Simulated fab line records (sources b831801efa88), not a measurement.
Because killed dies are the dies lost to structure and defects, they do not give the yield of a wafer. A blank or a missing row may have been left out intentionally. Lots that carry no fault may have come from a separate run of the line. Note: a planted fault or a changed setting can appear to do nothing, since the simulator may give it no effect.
The tool behind it: which one? / flow sky130 / 12 lots with 36 wafers sampled at 4 steps, on a route of 708 steps

== WHAT THE GAUGES SHOWED, per wafer ==
SKY_SONOS_TUNNEL_TW_MEAS_12.
lot=L545; measured=day 11 12:25; on=film metro-04; SONOS_TUNNEL_TW=195.9 196.3 196.1
lot=L546; measured=day 11 13:25; on=film metro-04; SONOS_TUNNEL_TW=198.1 197.4 196.4
lot=L547; measured=day 11 21:08; on=film metro-04; SONOS_TUNNEL_TW=196.4 196.3 196.1
lot=L548; measured=day 12 11:37; on=film metro-02; SONOS_TUNNEL_TW=198.3 197.5 198.6
lot=L549; measured=day 12 19:48; on=film metro-04; SONOS_TUNNEL_TW=196.6 196.4 196.5
lot=L550; measured=day 13 01:28; on=film metro-03; SONOS_TUNNEL_TW=196.8 197.6 198.0
lot=L551; measured=day 13 10:56; on=film metro-03; SONOS_TUNNEL_TW=198.7 197.5 198.0
lot=L552; measured=day 13 17:17; on=film metro-03; SONOS_TUNNEL_TW=197.1 198.9 197.4
lot=L560; measured=day 16 07:54; on=film metro-04; SONOS_TUNNEL_TW=197.3 197.5 197.9
lot=L561; measured=day 16 13:25; on=film metro-03; SONOS_TUNNEL_TW=197.1 196.8 196.7
lot=L565; measured=day 18 02:23; on=film metro-04; SONOS_TUNNEL_TW=197.8 198.1 196.8
lot=L566; measured=day 18 04:47; on=film metro-04; SONOS_TUNNEL_TW=197.0 197.6 196.4

SKY_LDD_HVP_OVL_MEAS_07.
lot=L545; measured=day 21 10:26; on=overlay-01; LDD_HVP_OVL (nm)=-0.4 0.4 -2.4
lot=L546; measured=day 21 15:59; on=overlay-02; LDD_HVP_OVL (nm)=0.1 -0.3 -0.3
lot=L547; measured=day 22 04:32; on=overlay-01; LDD_HVP_OVL (nm)=-1.6 0.0 -1.7
lot=L548; measured=day 22 23:17; on=overlay-01; LDD_HVP_OVL (nm)=0.2 0.9 0.3
lot=L549; measured=day 23 09:02; on=overlay-01; LDD_HVP_OVL (nm)=-0.8 -0.6 -0.9
lot=L550; measured=day 23 13:08; on=overlay-02; LDD_HVP_OVL (nm)=-2.3 -2.4 -2.8
lot=L551; measured=day 24 04:20; on=overlay-02; LDD_HVP_OVL (nm)=0.7 -0.2 -2.2
lot=L552; measured=day 24 10:28; on=overlay-01; LDD_HVP_OVL (nm)=1.9 -0.8 -0.7
lot=L560; measured=day 27 02:31; on=overlay-01; LDD_HVP_OVL (nm)=0.4 -0.1 -1.5
lot=L561; measured=day 27 03:59; on=overlay-01; LDD_HVP_OVL (nm)=-0.4 -2.7 0.0
lot=L565; measured=day 28 17:07; on=overlay-01; LDD_HVP_OVL (nm)=-0.7 -0.9 0.9
lot=L566; measured=day 29 00:20; on=overlay-01; LDD_HVP_OVL (nm)=0.2 0.4 0.9

SKY_LI_CONTACT_OVL_MEAS_13.
lot=L545; measured=day 29 01:42; on=overlay-01; LI_CONTACT_OVL (nm)=0 -5 -6
lot=L546; measured=day 29 07:30; on=overlay-01; LI_CONTACT_OVL (nm)=4 9 0
lot=L547; measured=day 29 19:06; on=overlay-02; LI_CONTACT_OVL (nm)=15 7 8
lot=L548; measured=day 30 11:45; on=overlay-02; LI_CONTACT_OVL (nm)=-4 2 0
lot=L549; measured=day 30 19:18; on=overlay-01; LI_CONTACT_OVL (nm)=6 -5 0
lot=L550; measured=day 31 01:03; on=overlay-01; LI_CONTACT_OVL (nm)=2 -1 5
lot=L551; measured=day 31 12:42; on=overlay-02; LI_CONTACT_OVL (nm)=4 -1 3
lot=L552; measured=day 31 18:03; on=overlay-01; LI_CONTACT_OVL (nm)=1 -4 4
lot=L560; measured=day 34 03:45; on=overlay-02; LI_CONTACT_OVL (nm)=6 1 3
lot=L561; measured=day 34 04:46; on=overlay-01; LI_CONTACT_OVL (nm)=0 4 4
lot=L565; measured=day 35 15:48; on=overlay-01; LI_CONTACT_OVL (nm)=7 9 7
lot=L566; measured=day 35 22:55; on=overlay-02; LI_CONTACT_OVL (nm)=-3 2 -4

== WHICH TOOL RAN EACH LOT (tool, then ch and the chambers of the sampled wafers, then the start) ==
lot=L545; SKY_FIELD_ISO_ETCH_17=rie si-01 ch 0,1,3, day 2 07:56
lot=L546; SKY_FIELD_ISO_ETCH_17=rie si-02 ch 0,1,3, day 2 09:00
lot=L547; SKY_FIELD_ISO_ETCH_17=rie si-01 ch 0,3, day 2 14:30
lot=L548; SKY_FIELD_ISO_ETCH_17=rie si-01 ch 0,2, day 2 20:57
lot=L549; SKY_FIELD_ISO_ETCH_17=rie si-01 ch 0,1,3, day 3 02:47
lot=L550; SKY_FIELD_ISO_ETCH_17=rie si-01 ch 0,1,2, day 3 07:05
lot=L551; SKY_FIELD_ISO_ETCH_17=rie si-02 ch 0,1,2, day 3 11:50
lot=L552; SKY_FIELD_ISO_ETCH_17=rie si-02 ch 0,2,3, day 3 17:02
lot=L560; SKY_FIELD_ISO_ETCH_17=rie si-01 ch 0,2,3, day 5 12:20
lot=L561; SKY_FIELD_ISO_ETCH_17=rie si-01 ch 0,1,3, day 5 16:41
lot=L565; SKY_FIELD_ISO_ETCH_17=rie si-02 ch 1,2,3, day 6 12:47
lot=L566; SKY_FIELD_ISO_ETCH_17=rie si-02 ch 0,3, day 6 17:29
- SKY_FIELD_ISO_ETCH_17: etches Si in HBr/Cl2/O2, target depth 342 nm, time 97.7 s.

== WHAT THE TOOLS THEMSELVES READ (means of the sampled wafers that have a number; where no wafer has one, the mark that the record gives instead) ==
SKY_FIELD_ISO_ETCH_17.
lot=L545; tool=rie si-01; bias w (W)=150.2; drypump motor current A (A)=5.8; mfc cl2 sccm (sccm)=39.95; oes product au (a.u.)=0.995; run length s (s)=126.0; throttle valve pct (%)=25.646
lot=L546; tool=rie si-02; bias w (W)=150.2; drypump motor current A (A)=5.9; mfc cl2 sccm (sccm)=40.10; oes product au (a.u.)=0.994; run length s (s)=126.1; throttle valve pct (%)=25.656
lot=L547; tool=rie si-01; bias w (W)=150.1; drypump motor current A (A)=5.9; mfc cl2 sccm (sccm)=39.94; oes product au (a.u.)=0.996; run length s (s)=125.9; throttle valve pct (%)=25.655
lot=L548; tool=rie si-01; bias w (W)=149.8; drypump motor current A (A)=5.4; mfc cl2 sccm (sccm)=40.02; oes product au (a.u.)=1.004; run length s (s)=126.0; throttle valve pct (%)=25.650
lot=L549; tool=rie si-01; bias w (W)=149.8; drypump motor current A (A)=5.8; mfc cl2 sccm (sccm)=39.89; oes product au (a.u.)=1.000; run length s (s)=126.1; throttle valve pct (%)=25.655
lot=L550; tool=rie si-01; bias w (W)=149.7; drypump motor current A (A)=5.5; mfc cl2 sccm (sccm)=40.01; oes product au (a.u.)=1.007; run length s (s)=126.2; throttle valve pct (%)=25.655
lot=L551; tool=rie si-02; bias w (W)=150.4; drypump motor current A (A)=6.2; mfc cl2 sccm (sccm)=39.98; oes product au (a.u.)=0.999; run length s (s)=126.5; throttle valve pct (%)=25.663
lot=L552; tool=rie si-02; bias w (W)=150.0; drypump motor current A (A)=5.9; mfc cl2 sccm (sccm)=39.95; oes product au (a.u.)=0.998; run length s (s)=126.1; throttle valve pct (%)=25.654
lot=L560; tool=rie si-01; bias w (W)=150.4; drypump motor current A (A)=5.7; mfc cl2 sccm (sccm)=40.12; oes product au (a.u.)=1.007; run length s (s)=127.4; throttle valve pct (%)=25.663
lot=L561; tool=rie si-01; bias w (W)=149.8; drypump motor current A (A)=5.7; mfc cl2 sccm (sccm)=40.03; oes product au (a.u.)=0.999; run length s (s)=127.1; throttle valve pct (%)=25.661
lot=L565; tool=rie si-02; bias w (W)=150.1; drypump motor current A (A)=6.3; mfc cl2 sccm (sccm)=40.04; oes product au (a.u.)=0.999; run length s (s)=126.0; throttle valve pct (%)=25.651
lot=L566; tool=rie si-02; bias w (W)=149.8; drypump motor current A (A)=5.5; mfc cl2 sccm (sccm)=40.06; oes product au (a.u.)=1.007; run length s (s)=126.4; throttle valve pct (%)=25.658

== THE ANSWER, worked out from the rows above alone ==
Rule: the lots themselves supply what counts as usual. Put in order of their means at a reading, lots are off if they are a third of the lots or fewer, leave a main group of 4 or more, and stand apart from it by a gap of 3 or more times the standard deviation of the main group's means; of several such gaps the widest counts. The tables above print the reading to a certain number of digits; a main group whose means all agree to those digits is not used. A lot without any number at a reading at which 4 lots or more have one is off too. Where the step has rows for the other lots, those lots are counted as sound. Order of review: gauges by route order, followed by the tools' own readings, for which a lot's mean as printed above is used. The first step at which some lot is off is used, and at that step the reading that is off furthest; a lot without a number counts as furthest.
Off: L560, L561 (SKY_FIELD_ISO_ETCH_17, run length s). Mean 126.1 s and standard deviation 0.18 in the main group.
A tool fits if, at that step or a process step before it, it ran every lot that is off, and no sound lot after the first of them. One candidate fits, namely rie si-01 at SKY_FIELD_ISO_ETCH_17. A fault onset in the window from L550 (day 3 07:05, its last sound lot) to L560 (day 5 12:20, its first lot off) fits.
The tool's own readings at SKY_FIELD_ISO_ETCH_17 bear it out: on the lots that are off they differ by more than 5 times the standard deviation of the sound lots' means. run length s reads 127.2 s there against 126.1 s on the sound lots.

== WHAT THE SIMULATOR HAD INSERTED ==
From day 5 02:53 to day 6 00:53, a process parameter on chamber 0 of rie si-01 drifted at SKY_FIELD_ISO_ETCH_17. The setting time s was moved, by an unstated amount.
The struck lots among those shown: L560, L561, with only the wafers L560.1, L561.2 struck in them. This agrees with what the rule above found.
